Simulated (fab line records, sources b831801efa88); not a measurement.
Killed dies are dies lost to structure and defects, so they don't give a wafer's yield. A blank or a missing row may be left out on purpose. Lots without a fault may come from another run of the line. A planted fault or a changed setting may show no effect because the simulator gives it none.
Tool commonality check | flow gf180mcu | 14 lots, 42 wafers sampled

WHY IT WAS OPENED
At GF_DUAL_GATE_THK_MEAS_03 the reading DUAL_GATE_OXIDATION_00_THK is flagged on 2 of 14 lots. Wafers without a fault read 10.87 nm, standard deviation 0.23.
Rule: a lot is flagged when every wafer of it that has a number lies more than 4 standard deviations from that mean, or none has a number. The other lots count as sound.

lot  | measured     | on            | DUAL_GATE_OXIDATION_00_THK (nm), wafer by wafer | flag
L476 | day 7 12:26  | film_metro-02 | 11.23 11.33 11.33                               |
L477 | day 8 07:49  | film_metro-03 | 11.15 11.26 11.25                               |
L479 | day 8 16:07  | film_metro-02 | 10.72 10.77 10.76                               |
L480 | day 8 20:03  | film_metro-03 | 10.81 10.83 10.81                               |
L481 | day 9 01:44  | film_metro-02 | 10.89 11.13 11.01                               |
L482 | day 9 09:20  | film_metro-02 | 10.65 10.66 10.65                               |
L483 | day 9 18:19  | film_metro-02 | 10.86 10.53 10.67                               |
L485 | day 10 06:55 | film_metro-02 | 10.74 10.81 10.55                               |
L486 | day 10 11:43 | film_metro-04 | 11.01 11.32 11.24                               |
L487 | day 10 19:04 | film_metro-04 | 10.54 10.81 10.90                               |
L488 | day 11 00:18 | film_metro-03 | 10.74 10.61 10.60                               |
L494 | day 13 02:32 | film_metro-02 | 12.44 12.54 12.53                               | FLAGGED
L495 | day 13 06:52 | film_metro-02 | 12.56 12.36 12.61                               | FLAGGED
L497 | day 13 17:37 | film_metro-04 | 11.21 10.95 10.77                               |
The numbers of the flagged lots are 12.51 nm on average: +1.64 nm against the usual, or +7 standard deviations.

WHICH TOOL RAN EACH LOT
The record holds 1 process step before the reading, out of a route of 602 steps. In each cell: the tool, then ch and the chambers that the sampled wafers went through, then the start.
lot  | flag    | GF_DUAL_GATE_OXIDATION_02
L476 |         | furnace-01 ch 0, day 7 10:58
L477 |         | furnace-01 ch 0, day 8 06:22
L479 |         | furnace-02 ch 0, day 8 14:40
L480 |         | furnace-01 ch 0, day 8 18:36
L481 |         | furnace-01 ch 0, day 9 00:17
L482 |         | furnace-01 ch 0, day 9 07:54
L483 |         | furnace-02 ch 0, day 9 16:50
L485 |         | furnace-02 ch 0, day 10 05:28
L486 |         | furnace-01 ch 0, day 10 10:14
L487 |         | furnace-01 ch 0, day 10 17:37
L488 |         | furnace-02 ch 0, day 10 22:51
L494 | FLAGGED | furnace-02 ch 0, day 13 01:05
L495 | FLAGGED | furnace-02 ch 0, day 13 05:23
L497 |         | furnace-01 ch 0, day 13 16:11
What these steps do:
- GF_DUAL_GATE_OXIDATION_02: stabilise 600 s, purge 300 s, target thk 10.887 nm.
- GF_DUAL_GATE_THK_MEAS_03

FLAGGED OVER TOTAL, TOOL BY TOOL (the gauges that took the reading come last)
step                      | tool          | lots run | flagged | share of the flagged lots | sound lots run after its first flagged lot
GF_DUAL_GATE_OXIDATION_02 | furnace-01    | 8        | 0       | none                      | -
GF_DUAL_GATE_OXIDATION_02 | furnace-02    | 6        | 2       | all                       | 0
GF_DUAL_GATE_THK_MEAS_03  | film_metro-02 | 8        | 2       | all                       | 0
GF_DUAL_GATE_THK_MEAS_03  | film_metro-03 | 3        | 0       | none                      | -
GF_DUAL_GATE_THK_MEAS_03  | film_metro-04 | 3        | 0       | none                      | -

WHAT THE TABLE ALLOWS
2 rows of the table ran every flagged lot: furnace-02 at GF_DUAL_GATE_OXIDATION_02, film_metro-02 at GF_DUAL_GATE_THK_MEAS_03.
- furnace-02 at GF_DUAL_GATE_OXIDATION_02: 2 of its 6 lots flagged. Its last sound lot is L488 (day 10 22:51), its first flagged lot L494 (day 13 01:05): a fault that began between those two fits.
- film_metro-02 at GF_DUAL_GATE_THK_MEAS_03: 2 of its 8 lots flagged. Its last sound lot is L485 (day 10 06:55), its first flagged lot L494 (day 13 02:32): a fault that began between those two fits.
Counting lots can't tell these 2 tools apart, because each fits a fault that began at some hour. More lots, or a look at what each step does to the wafer, might.

WHAT THE SIMULATOR HAD PUT IN
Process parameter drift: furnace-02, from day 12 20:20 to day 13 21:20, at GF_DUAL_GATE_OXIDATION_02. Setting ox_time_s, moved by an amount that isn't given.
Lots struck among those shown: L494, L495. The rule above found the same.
